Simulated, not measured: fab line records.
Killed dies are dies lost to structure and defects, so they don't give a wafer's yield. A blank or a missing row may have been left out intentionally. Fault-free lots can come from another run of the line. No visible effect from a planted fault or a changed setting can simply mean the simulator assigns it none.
Which of the tools did it? | flow gf180mcu | 12 lots, 36 wafers sampled, at 3 steps of a route of 602

== WHAT THE GAUGES SHOWED, per wafer ==
GF_M3_RS_MEAS_05: measurement is done with a four-point probe.
lot  | measured     | on            | M3_ALCU_RS (ohm/sq)
L972 | day 21 02:48 | film-metro-02 | 0.0697 0.0692 0.0681
L974 | day 21 16:56 | film-metro-02 | 0.0706 0.0702 0.0689
L976 | day 22 13:36 | film-metro-01 | 0.0695 0.0712 0.0711
L977 | day 22 13:20 | film-metro-02 | 0.0690 0.0700 0.0701
L979 | day 23 07:47 | film-metro-04 | 0.0686 0.0712 0.0704
L982 | day 24 07:37 | film-metro-04 | 0.0713 0.0715 0.0706
L987 | day 25 23:11 | film-metro-01 | 0.0706 0.0707 0.0697
L989 | day 26 14:43 | film-metro-02 | 0.0709 0.0704 0.0693
L990 | day 26 22:58 | film-metro-01 | 0.0703 0.0708 0.0706
L991 | day 27 06:55 | film-metro-02 | 0.0701 0.0699 0.0700
L992 | day 27 12:11 | film-metro-02 | 0.0689 0.0693 0.0694
L994 | day 27 22:31 | film-metro-02 | 0.0684 0.0692 0.0682

== WHICH TOOL RAN EACH LOT (tool, then ch and the chambers of the sampled wafers, then the start) ==
lot  | GF_M2_STRIP_17                       | GF_M3_SPUTTER_04
L972 | plasma-asher-04 ch 0,1, day 19 23:43 | pvd-sputter-01, day 21 02:46
L974 | plasma-asher-03 ch 0,1, day 20 14:08 | pvd-sputter-01, day 21 16:54
L976 | plasma-asher-03 ch 0,1, day 21 10:31 | pvd-sputter-01, day 22 13:34
L977 | plasma-asher-03 ch 0,1, day 21 11:09 | pvd-sputter-04, day 22 13:16
L979 | plasma-asher-03 ch 0,1, day 22 05:22 | pvd-sputter-04, day 23 07:45
L982 | plasma-asher-03 ch 0,1, day 23 05:55 | pvd-sputter-04, day 24 07:34
L987 | plasma-asher-02 ch 0,1, day 24 21:54 | pvd-sputter-01, day 25 23:08
L989 | plasma-asher-02 ch 0,1, day 25 15:02 | pvd-sputter-01, day 26 14:38
L990 | plasma-asher-02 ch 0,1, day 25 23:04 | pvd-sputter-04, day 26 22:53
L991 | plasma-asher-02 ch 0,1, day 26 07:27 | pvd-sputter-01, day 27 06:52
L992 | plasma-asher-03 ch 0,1, day 26 12:15 | pvd-sputter-03, day 27 12:08
L994 | plasma-asher-04 ch 0,1, day 26 23:12 | pvd-sputter-04, day 27 22:28
- GF_M2_STRIP_17: strips in O2/N2.
- GF_M3_SPUTTER_04: material TiN, target thk 50 nm, time 41.7 s.

== WHAT THE TOOLS THEMSELVES READ (means of the sampled wafers that have a number; where no wafer has one, the mark that the record gives instead) ==
GF_M2_STRIP_17.
lot  | tool            | drypump-motor-current-A (A) | heater-power-w (W) | oes-product-au (a.u.) | strip-time-to-endpoint-s (s)
L972 | plasma-asher-04 | 5.73                        | 328                | 0.533                 | 7.27
L974 | plasma-asher-03 | 5.59                        | 298                | 0.536                 | 7.38
L976 | plasma-asher-03 | 5.60                        | 295                | 0.538                 | 7.39
L977 | plasma-asher-03 | 5.60                        | 296                | 0.537                 | 7.35
L979 | plasma-asher-03 | 5.59                        | 298                | 0.544                 | 7.41
L982 | plasma-asher-03 | 5.57                        | 313                | 0.531                 | 7.38
L987 | plasma-asher-02 | 5.77                        | 357                | 0.534                 | 7.42
L989 | plasma-asher-02 | 5.80                        | 379                | 0.545                 | 7.51
L990 | plasma-asher-02 | 5.78                        | 352                | 0.540                 | 7.35
L991 | plasma-asher-02 | 5.78                        | 348                | 0.532                 | 7.34
L992 | plasma-asher-03 | 5.62                        | 295                | 0.534                 | 7.44
L994 | plasma-asher-04 | 5.70                        | 326                | 0.536                 | 7.33

GF_M3_SPUTTER_04.
lot  | tool           | cathode-dc-power-W (W) | throttle-valve-pct (%)
L972 | pvd-sputter-01 | 6500.4                 | 30.3
L974 | pvd-sputter-01 | 6500.6                 | 29.8
L976 | pvd-sputter-01 | 6499.9                 | 30.3
L977 | pvd-sputter-04 | 6499.5                 | 29.7
L979 | pvd-sputter-04 | 6500.4                 | 30.5
L982 | pvd-sputter-04 | 6499.8                 | 29.8
L987 | pvd-sputter-01 | 6499.7                 | 30.2
L989 | pvd-sputter-01 | 6500.0                 | 29.9
L990 | pvd-sputter-04 | 6499.3                 | 32.0
L991 | pvd-sputter-01 | 6500.0                 | 30.5
L992 | pvd-sputter-03 | 6499.5                 | 31.2
L994 | pvd-sputter-04 | 6500.6                 | 30.2

== THE ANSWER, worked out from the rows above alone ==
Rule: usual is defined by the lots themselves. Put in order of their means at a reading, lots are off if they are a third of the lots or fewer, leave a main group of 4 or more, and stand apart from it by a gap of 3 or more times the standard deviation of the main group's means; of several such gaps the widest counts. If all means in a main group match to the digits the tables above print for the reading, that group is not used. Also off: a lot with no number at a reading for which 4 or more lots have one. Where the step has rows for the other lots, those lots are counted as sound. After the gauges, taken in route order, come the tools' own readings; for these a lot's mean is taken, as printed above. The first step at which some lot is off is used, and at that step the reading that is off furthest; a lot without a number counts as furthest.
Nothing can be told from this: no lot is off at any reading shown.

== WHAT WAS PUT IN BY THE SIMULATOR ==
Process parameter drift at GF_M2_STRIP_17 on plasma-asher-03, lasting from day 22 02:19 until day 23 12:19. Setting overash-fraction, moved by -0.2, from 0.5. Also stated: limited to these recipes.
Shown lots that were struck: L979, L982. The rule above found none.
